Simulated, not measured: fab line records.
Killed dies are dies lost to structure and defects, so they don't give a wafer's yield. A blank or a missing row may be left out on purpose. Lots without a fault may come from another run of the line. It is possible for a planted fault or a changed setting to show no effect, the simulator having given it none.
fab line records	flow gf180mcu
record lots=24	wafers=72	last_day=34
route steps=602 shown STI@15 CONTACT@289 M2@379 V2@408 M3@415 M4@470
lots that met no fault: taken from a fault-free run of the same line
start_h: hours from the record's opening day to when the first of the lot's shown wafers began	wait_h: time in hours since the lot's previous step	" as in the row above	L1.1+2: one row covering several wafers at once	- either no value or no given start	* or withheld: withheld	< > ~ a bound
route shown NAME@n: NAME is a module with steps in the file, n the number in the route of the first one	usual: the fault-free wafers' mean and standard deviation	same: alike in all rows	chamber/n: place in a boat	sites: each site's reading	_std_site: the values' standard deviation	_edge_site: inner sites' mean taken away from outer sites' mean	radius_mm: how far each site lies from the wafer's centre	mask NAME#n: copy n	behind: the most recent tool/chamber to have shaped the wafer	hold: why the lot was held/for how many hours/how that ended	device: the transistor (n, p or np) that didn't switch	end of line: the same wafers' tests at the end of the route	a step given without rows: its recipe and nothing more	killed: at the first sort, the dies lost to defects and structure; wafer yield is something else	map: shows each die of a wafer: x if killed, . if not, _ if none is there
set.NAME: the setting as run; set.NAME@STEP: as run at that earlier step	model.NAME: the simulator's own value behind a step, which no gauge read
steps of the route over a sample of lots; a table a step, a row a wafer
services: when a tool's chamber went out of use (start_h, in hours from the record's first day, below 0 if earlier), for how many hours, and the reason
## steps
# step GF_STI_ETCH_14
# recipe target=Si	chemistry=HBr/Cl2/O2	target_depth_nm=360	icp_w=600	bias_w=150	pressure_mtorr=15	HBr_flow_sccm=150	Cl2_flow_sccm=40	O2_flow_sccm=6	time_s=102.9
# usual drypump_motor_current_A=5.4/0.49	mfc_cl2_sccm=40.02/0.11	oes_product_au=0.999/0.0082	throttle_valve_pct=25.658/0.0095
lot.wafer	tool	chamber	start_h	wait_h	drypump_motor_current_A	mfc_cl2_sccm	oes_product_au	rf_hours_counter_h	throttle_valve_pct
L074.3	rie_si-01	3	25.55	0.0	5.6	39.95	0.993	51	25.670
L074.4	"	1	"	"	5.8	40.01	0.996	140	25.661
L074.5	"	2	"	"	5.4	40.00	1.002	-	25.657
L075.1	rie_si-01	3	30.83	0.0	5.6	40.02	0.993	51	25.667
L075.3	"	1	"	"	5.8	40.01	0.992	140	25.646
L075.6	"	2	"	"	5.4	39.88	0.997	-	25.647
L076.2	rie_si-01	1	36.43	0.0	5.8	39.93	0.992	140	25.672
L076.3	"	3	"	"	5.5	40.01	0.995	51	25.663
L076.4	"	2	"	"	5.4	39.99	0.999	115	25.650
L077.2	rie_si-02	3	42.23	0.0	4.7	40.12	0.993	66	25.658
L077.3	"	0	"	"	5.3	40.04	1.005	81	25.665
L077.5	"	1	"	"	4.9	40.05	0.997	-	25.667
L078.1	rie_si-01	2	46.63	0.0	5.4	40.05	0.986	115	25.658
L078.2	"	1	"	"	5.7	40.09	0.999	140	25.671
L078.6	"	1	"	"	5.7	39.93	1.002	-	25.660
L079.3	rie_si-02	0	51.58	0.0	5.2	39.92	0.998	81	25.643
L079.5	"	1	"	"	4.9	40.07	0.997	-	25.645
L079.6	"	2	"	"	6.7	40.01	0.986	-	25.665
L080.3	rie_si-02	2	56.95	0.0	6.7	40.30	0.980	2	25.654
L080.4	"	3	"	"	4.7	40.15	0.987	-	25.666
L080.5	"	0	"	"	5.3	39.91	0.989	-	25.651
L081.2	rie_si-01	0	61.30	0.0	5.2	39.86	0.994	146	25.658
L081.3	"	1	"	"	5.8	40.10	1.011	140	25.666
L081.5	"	1	"	"	5.8	40.00	1.009	-	25.655
L082.2	rie_si-01	0	67.68	0.0	5.2	39.96	1.007	146	25.650
L082.3	"	2	"	"	5.4	39.94	1.004	115	25.663
L082.6	"	2	"	"	5.4	39.93	1.000	-	25.670
L083.1	rie_si-01	0	73.93	0.0	5.2	39.78	1.003	146	25.655
L083.5	"	1	"	"	5.7	39.96	1.004	-	25.654
L083.6	"	0	"	"	5.2	39.87	1.012	-	25.651
L084.2	rie_si-01	0	77.78	0.0	5.2	39.87	1.019	147	25.637
L084.4	"	2	"	"	5.4	40.06	1.017	115	25.638
L084.6	"	0	"	"	5.2	39.98	1.011	-	25.656
L085.2	rie_si-02	2	82.43	0.0	6.7	40.06	0.993	3	25.649
L085.4	"	3	"	"	4.7	40.29	1.002	66	25.660
L085.5	"	3	"	"	4.7	40.16	1.000	-	25.638
L086.3	rie_si-01	2	87.65	0.0	5.4	40.04	1.002	115	25.659
L086.4	"	3	"	"	5.6	40.16	1.000	51	25.645
L086.6	"	3	"	"	5.5	40.13	0.999	-	25.654
L087.2	rie_si-02	1	93.88	0.0	4.9	40.06	0.978	72	25.673
L087.3	"	3	"	"	4.7	39.89	0.998	66	25.663
L087.5	"	1	"	"	4.9	39.90	0.994	-	25.675
L088.1	rie_si-02	2	97.73	0.0	6.7	39.92	1.000	3	25.662
L088.3	"	0	"	"	5.2	40.17	1.007	81	25.656
L088.6	"	3	"	"	4.7	40.06	0.998	-	25.667
L089.3	rie_si-01	3	103.00	0.0	5.6	40.19	0.995	52	25.657
L089.4	"	1	"	"	5.7	40.03	1.007	-	25.658
L089.6	"	2	"	"	5.4	40.07	1.001	-	25.632
L090.1	rie_si-01	1	109.50	0.0	5.7	39.95	1.003	141	25.645
L090.2	"	3	"	"	5.5	40.25	1.008	52	25.657
L090.3	"	2	"	"	5.4	40.12	0.998	115	25.670
L091.1	rie_si-02	1	112.78	0.0	4.9	39.94	1.000	72	25.647
L091.3	"	3	"	"	4.7	40.04	1.007	66	25.644
L091.6	"	1	"	"	5.0	39.66	0.995	-	25.655
L092.3	rie_si-01	2	118.80	0.0	5.4	40.09	1.001	115	25.656
L092.4	"	3	"	"	5.5	40.16	0.996	-	25.658
L092.6	"	2	"	"	5.4	40.04	0.998	-	25.667
L093.2	rie_si-02	2	123.67	0.0	6.7	39.99	0.978	3	25.667
L093.3	"	3	"	"	4.7	40.07	1.001	66	25.662
L093.4	"	0	"	"	5.2	40.04	1.000	82	25.665
L094.2	rie_si-02	3	130.22	0.0	4.7	40.09	0.998	66	25.635
L094.5	"	3	"	"	4.7	40.13	1.005	-	25.644
L094.6	"	0	"	"	5.2	39.76	0.999	-	25.657
L095.1	rie_si-01	3	132.97	0.0	5.6	40.05	1.003	52	25.665
L095.3	"	2	"	"	5.4	40.04	1.009	116	25.638
L095.5	"	0	"	"	5.2	40.19	0.991	-	25.657
L096.1	rie_si-01	0	139.25	0.0	5.2	40.20	0.999	0	25.667
L096.2	"	3	"	"	5.6	39.84	0.993	52	25.657
L096.6	"	2	"	"	5.4	40.09	1.006	-	25.668
L097.3	rie_si-01	2	143.62	0.0	5.4	40.15	1.004	116	25.674
L097.4	"	3	"	"	5.6	40.26	0.991	-	25.660
L097.5	"	0	"	"	5.1	39.91	0.995	-	25.656
# step GF_CONTACT_CVD_02
# recipe material=SiO2	target_thk_nm=860	precursor=TEOS	temp_c=400	time_s=95.992	rf_w=600
# usual heater_power_w=743/130
lot.wafer	tool	chamber	start_h	wait_h	heater_power_w
L074.3	pecvd-02	2	343.16	0.0	593
L074.4	"	1	"	"	954
L074.5	"	0	"	"	764
L075.1	pecvd-02	1	349.16	0.1	926
L075.3	"	2	"	"	672
L075.6	"	2	"	"	695
L076.2	pecvd-01	1	359.85	0.0	767
L076.3	"	0	"	"	639
L076.4	"	2	"	"	561
L077.2	pecvd-02	1	371.01	0.0	886
L077.3	"	0	"	"	845
L077.5	"	1	"	"	932
L078.1	pecvd-02	1	376.45	0.1	838
L078.2	"	2	"	"	586
L078.6	"	0	"	"	944
L079.3	pecvd-04	0	389.37	0.0	707
L079.5	"	2	"	"	781
L079.6	"	0	"	"	733
L080.3	pecvd-04	2	399.90	0.0	708
L080.4	"	2	"	"	776
L080.5	"	1	"	"	695
L081.2	pecvd-01	0	405.78	0.0	671
L081.3	"	2	"	"	599
L081.5	"	0	"	"	701
L082.2	pecvd-01	2	411.19	0.0	620
L082.3	"	1	"	"	791
L082.6	"	1	"	"	629
L083.1	pecvd-02	0	422.73	0.1	815
L083.5	"	0	"	"	861
L083.6	"	2	"	"	636
L084.2	pecvd-02	0	432.93	0.0	797
L084.4	"	2	"	"	665
L084.6	"	0	"	"	870
L085.2	pecvd-02	1	438.20	0.0	915
L085.4	"	1	"	"	997
L085.5	"	2	"	"	548
L086.3	pecvd-04	2	439.99	0.0	771
L086.4	"	0	"	"	585
L086.6	"	1	"	"	596
L087.2	pecvd-01	2	455.57	0.0	619
L087.3	"	0	"	"	598
L087.5	"	1	"	"	617
L088.1	pecvd-02	2	462.96	0.1	697
L088.3	"	0	"	"	958
L088.6	"	1	"	"	789
L089.3	pecvd-04	2	473.47	0.0	809
L089.4	"	1	"	"	773
L089.6	"	0	"	"	688
L090.1	pecvd-02	1	478.48	0.1	939
L090.2	"	0	"	"	811
L090.3	"	2	"	"	596
L091.1	pecvd-02	2	486.50	0.1	662
L091.3	"	0	"	"	952
L091.6	"	0	"	"	759
L092.3	pecvd-01	2	496.94	0.0	556
L092.4	"	0	"	"	564
L092.6	"	2	"	"	606
L093.2	pecvd-02	2	505.10	0.0	620
L093.3	"	0	"	"	925
L093.4	"	2	"	"	676
L094.2	pecvd-02	0	509.95	0.0	913
L094.5	"	1	"	"	773
L094.6	"	2	"	"	686
L095.1	pecvd-02	0	517.52	0.1	824
L095.3	"	1	"	"	952
L095.5	"	1	"	"	758
L096.1	pecvd-02	0	531.99	0.1	793
L096.2	"	1	"	"	891
L096.6	"	2	"	"	563
L097.3	pecvd-01	1	532.51	0.0	723
L097.4	"	1	"	"	793
L097.5	"	0	"	"	542
# step GF_M2_STRIP_17
# recipe chemistry=O2/N2	power_w=1400	pressure_mtorr=1500	platen_temp_c=250	o2_flow_sccm=3000	n2_flow_sccm=300	overash_fraction=0.5
# usual drypump_motor_current_A=5.6/0.6	heater_power_w=360/51	o2_flow_sccm=3001/8	oes_product_au=0.557/0.0051	strip_time_to_endpoint_s=7.86/0.052
lot.wafer	tool	chamber	start_h	wait_h	drypump_motor_current_A	heater_power_w	o2_flow_sccm	oes_product_au	rf_hours_counter_h	strip_time_to_endpoint_s
L074.3	plasma_asher-04	0	439.90	0.1	5.0	300	2988	0.560	-	7.87
L074.4	"	1	"	"	5.2	429	2998	0.553	-	7.93
L074.5	"	1	"	"	5.2	425	2990	0.557	-	7.86
L075.1	plasma_asher-01	1	447.78	0.1	6.0	324	2990	0.549	79	7.84
L075.3	"	0	"	"	6.6	410	3009	0.556	-	7.78
L075.6	"	0	"	"	6.7	410	2999	0.552	-	7.75
L076.2	plasma_asher-04	1	459.24	0.1	5.2	433	3001	0.564	3	7.93
L076.3	"	1	"	"	5.2	441	2995	0.546	-	7.81
L076.4	"	0	"	"	5.1	296	2998	0.557	-	7.89
L077.2	plasma_asher-01	1	471.31	0.1	6.0	319	3000	0.551	82	7.84
L077.3	"	1	"	"	6.0	323	2993	0.548	-	7.82
L077.5	"	1	"	"	6.0	318	3010	0.559	-	7.83
L078.1	plasma_asher-01	1	477.14	0.1	6.0	321	3008	0.554	83	7.81
L078.2	"	0	"	"	6.7	422	3000	0.553	83	7.88
L078.6	"	0	"	"	6.6	413	3013	0.560	-	7.91
L079.3	plasma_asher-03	0	491.40	0.1	5.4	343	3016	0.555	-	7.89
L079.5	"	0	"	"	5.4	350	3002	0.558	-	7.88
L079.6	"	1	"	"	5.1	320	3004	0.561	-	7.91
L080.3	plasma_asher-01	1	500.34	0.1	6.0	315	2993	0.556	-	7.84
L080.4	"	0	"	"	6.7	406	3004	0.554	-	7.86
L080.5	"	1	"	"	6.0	319	2996	0.555	-	7.82
L081.2	plasma_asher-03	0	507.06	0.1	5.4	336	3002	0.563	40	7.88
L081.3	"	1	"	"	5.1	323	3004	0.555	-	7.92
L081.5	"	0	"	"	5.4	348	2988	0.555	-	7.96
L082.2	plasma_asher-04	1	513.09	0.1	5.2	435	3004	0.559	8	7.90
L082.3	"	1	"	"	5.2	425	3000	0.554	-	7.87
L082.6	"	1	"	"	5.2	443	2992	0.560	-	7.86
L083.1	plasma_asher-04	1	524.14	0.1	5.2	441	2997	0.556	9	7.89
L083.5	"	0	"	"	5.0	309	3001	0.558	-	7.88
L083.6	"	1	"	"	5.2	431	3003	0.563	-	7.95
L084.2	plasma_asher-04	0	533.19	0.1	5.0	303	3012	0.556	10	7.94
L084.4	"	1	"	"	5.2	437	2991	0.567	-	7.93
L084.6	"	1	"	"	5.2	446	2995	0.556	-	7.91
L085.2	plasma_asher-04	1	539.16	0.1	5.2	435	2988	0.555	11	7.86
L085.4	"	1	"	"	5.2	437	2987	0.551	-	7.81
L085.5	"	1	"	"	5.2	422	2989	0.564	-	7.85
L086.3	plasma_asher-04	0	539.70	0.1	5.1	298	3019	0.559	-	7.79
L086.4	"	1	"	"	5.2	424	3002	0.551	-	7.78
L086.6	"	0	"	"	5.1	302	2997	0.553	-	7.76
L087.2	plasma_asher-01	1	555.79	0.1	6.0	317	2999	0.550	91	7.78
L087.3	"	1	"	"	6.0	319	2997	0.555	-	7.82
L087.5	"	1	"	"	6.0	313	3009	0.553	-	7.80
L088.1	plasma_asher-03	0	561.04	0.1	5.4	340	3008	0.554	45	7.85
L088.3	"	1	"	"	5.1	326	2986	0.556	-	7.84
L088.6	"	0	"	"	5.4	342	2990	0.552	-	7.86
L089.3	plasma_asher-01	0	570.38	0.1	6.7	418	3005	0.560	-	7.96
L089.4	"	1	"	"	6.0	317	2995	0.561	-	7.94
L089.6	"	1	"	"	6.0	319	3000	0.564	-	7.96
L090.1	plasma_asher-04	1	574.84	0.1	5.2	423	3006	0.556	15	7.88
L090.2	"	0	"	"	5.0	303	3003	0.552	15	7.87
L090.3	"	0	"	"	5.1	294	2991	0.570	-	7.88
L091.1	plasma_asher-03	0	583.39	0.1	5.4	335	2988	0.565	47	7.92
L091.3	"	0	"	"	5.5	345	3010	0.564	-	7.88
L091.6	"	0	"	"	5.4	340	2996	0.559	-	7.82
L092.3	plasma_asher-01	1	591.73	0.1	6.0	317	3004	0.556	-	7.84
L092.4	"	0	"	"	6.7	414	3005	0.561	-	7.88
L092.6	"	0	"	"	6.7	412	2996	0.556	-	7.88
L093.2	plasma_asher-04	0	599.61	0.1	5.0	304	3005	0.559	18	7.87
L093.3	"	1	"	"	5.2	442	2999	0.555	-	7.87
L093.4	"	0	"	"	5.1	296	3003	0.556	-	7.91
L094.2	plasma_asher-03	1	604.79	0.1	5.1	333	3007	0.551	49	7.78
L094.5	"	1	"	"	5.1	323	3009	0.550	-	7.81
L094.6	"	0	"	"	5.4	348	2983	0.572	-	7.88
L095.1	plasma_asher-01	0	611.23	0.1	6.6	410	2995	0.555	97	7.88
L095.3	"	0	"	"	6.7	411	3002	0.561	-	7.83
L095.5	"	0	"	"	6.6	414	2997	0.552	-	7.85
L096.1	plasma_asher-01	1	622.34	0.1	6.0	318	3002	0.559	98	7.93
L096.2	"	0	"	"	6.7	403	3005	0.562	98	7.91
L096.6	"	1	"	"	6.0	316	2986	0.562	-	7.91
L097.3	plasma_asher-03	1	623.52	0.1	5.1	329	3013	0.558	-	7.90
L097.4	"	0	"	"	5.4	352	2986	0.554	-	7.81
L097.5	"	1	"	"	5.1	329	3002	0.558	-	7.83
# step GF_V2_CMP_26
# recipe stop_on=SiO2	down_force_psi=3.5	platen_rpm=60	t_overpolish_s=15	target_thk_nm=0	pad_velocity_m_s=0.94248
# usual motor_current_A=10.6/1.2	overpolish_run_s=15.001/0.0093	time_to_endpoint_s=84/4
lot.wafer	tool	chamber	start_h	wait_h	motor_current_A	overpolish_run_s	time_to_endpoint_s
L074.4	cmp-01	3	467.15	0.5	9.2	15.010	85
L074.3	"	2	"	"	10.7	15.001	91
L074.5	"	0	"	"	9.2	15.004	81
L075.3	cmp-02	2	474.54	0.1	10.7	15.010	81
L075.1	"	1	"	"	13.3	14.994	86
L075.6	"	3	"	"	10.4	14.999	85
L076.2	cmp-01	3	485.29	0.0	8.9	14.984	85
L076.3	"	0	"	"	9.0	14.993	84
L076.4	"	2	"	"	11.3	15.001	90
L077.2	cmp-01	2	497.73	0.1	11.8	15.022	87
L077.3	"	0	"	"	9.2	14.989	75
L077.5	"	1	"	"	12.5	14.995	79
L078.1	cmp-01	3	503.38	0.1	9.3	14.990	79
L078.2	"	1	"	"	11.5	15.007	81
L078.6	"	3	"	"	9.2	14.993	82
L079.3	cmp-01	2	517.23	0.1	11.6	15.008	89
L079.5	"	0	"	"	9.0	15.014	78
L079.6	"	1	"	"	11.7	15.006	79
L080.4	cmp-02	1	526.05	0.1	12.2	15.005	85
L080.3	"	2	"	"	11.1	15.008	81
L080.5	"	1	"	"	12.9	14.996	88
L081.2	cmp-02	0	532.88	0.1	10.6	15.016	87
L081.3	"	1	"	"	12.7	15.002	86
L081.5	"	2	"	"	11.3	14.993	82
L082.3	cmp-01	2	538.45	0.0	11.0	15.005	91
L082.2	"	3	"	"	9.0	15.016	83
L082.6	"	2	"	"	11.4	14.994	94
L083.1	cmp-01	1	549.35	0.2	11.6	14.975	81
L083.5	"	2	"	"	11.8	15.003	89
L083.6	"	3	"	"	9.2	14.982	80
L084.4	cmp-01	0	558.35	0.0	9.2	14.994	76
L084.2	"	3	"	"	9.1	15.010	82
L084.6	"	0	"	"	9.3	14.996	82
L085.2	cmp-02	0	564.29	0.2	11.4	15.011	86
L085.4	"	3	"	"	9.8	15.003	81
L085.5	"	1	"	"	12.7	14.993	84
L086.4	cmp-02	0	564.59	0.5	10.7	15.004	89
L086.3	"	1	"	"	12.8	14.996	86
L086.6	"	1	"	"	12.3	15.009	90
L087.2	cmp-02	3	580.29	0.1	10.1	14.993	79
L087.3	"	1	"	"	12.1	14.999	82
L087.5	"	2	"	"	10.9	15.007	80
L088.1	cmp-01	3	584.68	0.1	9.1	14.993	81
L088.3	"	2	"	"	11.7	14.997	86
L088.6	"	3	"	"	9.4	14.980	81
L089.4	cmp-01	0	593.78	0.1	9.6	14.999	79
L089.3	"	1	"	"	12.1	14.999	82
L089.6	"	3	"	"	8.8	15.004	81
L090.3	cmp-01	3	599.30	0.0	9.2	15.001	84
L090.1	"	1	"	"	11.9	15.015	82
L090.2	"	2	"	"	11.4	15.005	94
L091.3	cmp-02	2	607.28	0.0	11.4	15.002	80
L091.1	"	1	"	"	12.1	15.001	88
L091.6	"	3	"	"	10.0	15.002	86
L092.4	cmp-01	0	615.25	0.1	9.4	14.994	78
L092.3	"	1	"	"	11.6	14.984	80
L092.6	"	0	"	"	8.5	14.997	81
L093.3	cmp-02	3	622.30	0.0	10.0	15.000	82
L093.2	"	1	"	"	12.4	15.000	84
L093.4	"	2	"	"	10.9	15.000	76
L094.2	cmp-02	2	627.64	0.1	10.7	15.000	79
L094.6	"	0	"	"	11.1	14.993	86
L094.5	"	1	"	"	12.9	15.005	81
L095.3	cmp-02	2	634.23	0.0	10.8	14.989	84
L095.1	"	0	"	"	11.0	15.004	86
L095.5	"	2	"	"	10.4	15.002	85
L096.1	cmp-02	1	645.39	0.1	13.2	14.994	88
L096.2	"	2	"	"	10.8	14.992	81
L096.6	"	1	"	"	12.8	14.996	87
L097.3	cmp-01	1	646.57	0.0	11.6	14.996	82
L097.4	"	2	"	"	11.9	14.995	91
L097.5	"	2	"	"	11.6	15.009	90
# step GF_M3_THK_MEAS_06
# recipe thk_meas_gauge=xrf	reads=AlCu_of_M3_SPUTTER_02
# usual M3_ALCU_THK=443/6
lot.wafer	tool	chamber	start_h	wait_h	M3_ALCU_THK[nm]
L074.3	film_metro-02	-	467.81	0.1	444
L074.4	"	-	"	"	444
L074.5	"	-	"	"	439
L075.1	film_metro-03	-	475.18	0.1	437
L075.3	"	-	"	"	436
L075.6	"	-	"	"	441
L076.2	film_metro-03	-	485.97	0.1	441
L076.3	"	-	"	"	435
L076.4	"	-	"	"	442
L077.2	film_metro-03	-	498.33	0.1	443
L077.3	"	-	"	"	447
L077.5	"	-	"	"	443
L078.1	film_metro-04	-	503.97	0.1	441
L078.2	"	-	"	"	446
L078.6	"	-	"	"	446
L079.3	film_metro-04	-	517.79	0.1	452
L079.5	"	-	"	"	447
L079.6	"	-	"	"	443
L080.3	film_metro-03	-	526.69	0.1	438
L080.4	"	-	"	"	438
L080.5	"	-	"	"	439
L081.2	film_metro-04	-	533.43	0.1	451
L081.3	"	-	"	"	447
L081.5	"	-	"	"	450
L082.2	film_metro-02	-	539.10	0.1	433
L082.3	"	-	"	"	431
L082.6	"	-	"	"	433
L083.1	film_metro-04	-	549.84	0.1	454
L083.5	"	-	"	"	445
L083.6	"	-	"	"	450
L084.2	film_metro-03	-	559.00	0.1	452
L084.4	"	-	"	"	446
L084.6	"	-	"	"	445
L085.2	film_metro-02	-	564.94	0.1	444
L085.4	"	-	"	"	434
L085.5	"	-	"	"	444
L086.3	film_metro-02	-	565.25	0.1	438
L086.4	"	-	"	"	447
L086.6	"	-	"	"	442
L087.2	film_metro-04	-	580.89	0.1	444
L087.3	"	-	"	"	448
L087.5	"	-	"	"	454
L088.1	film_metro-02	-	585.32	0.1	440
L088.3	"	-	"	"	446
L088.6	"	-	"	"	447
L089.3	film_metro-03	-	594.39	0.1	444
L089.4	"	-	"	"	448
L089.6	"	-	"	"	449
L090.1	film_metro-02	-	599.95	0.1	432
L090.2	"	-	"	"	435
L090.3	"	-	"	"	441
L091.1	film_metro-02	-	607.92	0.1	441
L091.3	"	-	"	"	440
L091.6	"	-	"	"	439
L092.3	film_metro-02	-	615.87	0.1	445
L092.4	"	-	"	"	441
L092.6	"	-	"	"	428
L093.2	film_metro-02	-	622.95	0.1	431
L093.3	"	-	"	"	436
L093.4	"	-	"	"	437
L094.2	film_metro-04	-	628.19	0.1	434
L094.5	"	-	"	"	441
L094.6	"	-	"	"	438
L095.1	film_metro-02	-	634.87	0.1	453
L095.3	"	-	"	"	444
L095.5	"	-	"	"	449
L096.1	film_metro-03	-	645.98	0.1	445
L096.2	"	-	"	"	441
L096.6	"	-	"	"	442
L097.3	film_metro-02	-	647.23	0.1	441
L097.4	"	-	"	"	443
L097.5	"	-	"	"	441
# step GF_M4_CD_MEAS_14
# recipe target_cd_nm=280
# usual cd_nm=279.9/1.4
lot.wafer	tool	chamber	start_h	wait_h	cd_nm
L074.3	cd_sem-02	-	541.47	0.1	279.9
L074.4	"	-	"	"	281.1
L074.5	"	-	"	"	280.8
L075.1	cd_sem-02	-	547.79	0.1	281.2
L075.3	"	-	"	"	280.4
L075.6	"	-	"	"	280.9
L076.2	cd_sem-01	-	559.34	0.1	278.7
L076.3	"	-	"	"	279.8
L076.4	"	-	"	"	277.6
L077.2	cd_sem-02	-	569.15	0.1	280.0
L077.3	"	-	"	"	280.5
L077.5	"	-	"	"	279.4
L078.1	cd_sem-02	-	574.84	0.1	278.0
L078.2	"	-	"	"	278.3
L078.6	"	-	"	"	278.7
L079.3	cd_sem-02	-	587.87	0.1	279.2
L079.5	"	-	"	"	279.9
L079.6	"	-	"	"	279.8
L080.3	cd_sem-01	-	595.83	0.1	282.5
L080.4	"	-	"	"	281.5
L080.5	"	-	"	"	282.0
L081.2	cd_sem-02	-	601.86	0.1	281.1
L081.3	"	-	"	"	280.7
L081.5	"	-	"	"	281.6
L082.2	cd_sem-01	-	607.39	0.1	279.0
L082.3	"	-	"	"	278.0
L082.6	"	-	"	"	279.1
L083.1	cd_sem-02	-	616.19	0.1	279.8
L083.5	"	-	"	"	280.6
L083.6	"	-	"	"	281.5
L084.2	cd_sem-02	-	625.91	0.1	280.4
L084.4	"	-	"	"	279.7
L084.6	"	-	"	"	279.0
L086.3	cd_sem-01	-	631.11	0.1	278.8
L086.4	"	-	"	"	279.7
L086.6	"	-	"	"	279.7
L085.2	cd_sem-01	-	631.44	0.1	278.2
L085.4	"	-	"	"	279.6
L085.5	"	-	"	"	280.6
L087.2	cd_sem-02	-	646.89	0.1	281.1
L087.3	"	-	"	"	281.4
L087.5	"	-	"	"	279.2
L088.1	cd_sem-01	-	649.67	0.1	280.4
L088.3	"	-	"	"	279.8
L088.6	"	-	"	"	280.2
L089.3	cd_sem-02	-	658.46	0.1	280.1
L089.4	"	-	"	"	280.9
L089.6	"	-	"	"	280.3
L090.1	cd_sem-01	-	663.66	0.2	279.1
L090.2	"	-	"	"	280.0
L090.3	"	-	"	"	278.7
L091.1	cd_sem-01	-	670.49	0.1	282.2
L091.3	"	-	"	"	281.9
L091.6	"	-	"	"	283.5
L092.3	cd_sem-01	-	678.08	0.1	278.9
L092.4	"	-	"	"	278.3
L092.6	"	-	"	"	277.9
L093.2	cd_sem-01	-	684.64	0.1	279.6
L093.3	"	-	"	"	279.1
L093.4	"	-	"	"	279.1
L094.2	cd_sem-01	-	688.91	0.1	278.6
L094.5	"	-	"	"	277.6
L094.6	"	-	"	"	277.6
L095.1	cd_sem-02	-	695.22	0.1	276.8
L095.3	"	-	"	"	278.0
L095.5	"	-	"	"	278.0
L096.1	cd_sem-02	-	706.57	0.1	281.6
L096.2	"	-	"	"	281.7
L096.6	"	-	"	"	281.9
L097.3	cd_sem-01	-	706.66	0.1	281.7
L097.4	"	-	"	"	280.7
L097.5	"	-	"	"	281.1
## services
tool	chamber	start_h	hours	kind
cmp-01	-	7.02	12.4	pm
pecvd-02	-	7.93	5.5	pm
rie_si-01	-	29.21	0.5	repair
pecvd-02	0	43.55	6.1	repair
cmp-01	-	98.38	4.9	pm
pecvd-02	-	102.58	2.8	pm
pecvd-02	-	109.16	1.8	repair
cmp-01	-	113.70	2.1	repair
cmp-01	-	146.57	1.1	repair
cmp-01	-	156.58	0.6	repair
pecvd-02	-	175.27	0.7	repair
pecvd-02	2	189.36	5.8	repair
rie_si-01	-	195.33	2.8	pm
pecvd-02	-	212.84	1.8	repair
pecvd-02	-	258.97	4.3	pm
pecvd-02	1	282.54	6.3	repair
rie_si-01	1	357.92	76.5	repair
pecvd-02	1	428.01	4.6	repair
rie_si-01	1	447.08	14.7	repair
pecvd-02	-	482.03	0.5	repair
rie_si-01	2	509.36	12.4	repair
pecvd-02	-	558.79	0.7	repair
pecvd-02	-	591.12	14.0	pm
pecvd-02	0	602.97	7.3	repair
## key
fault none
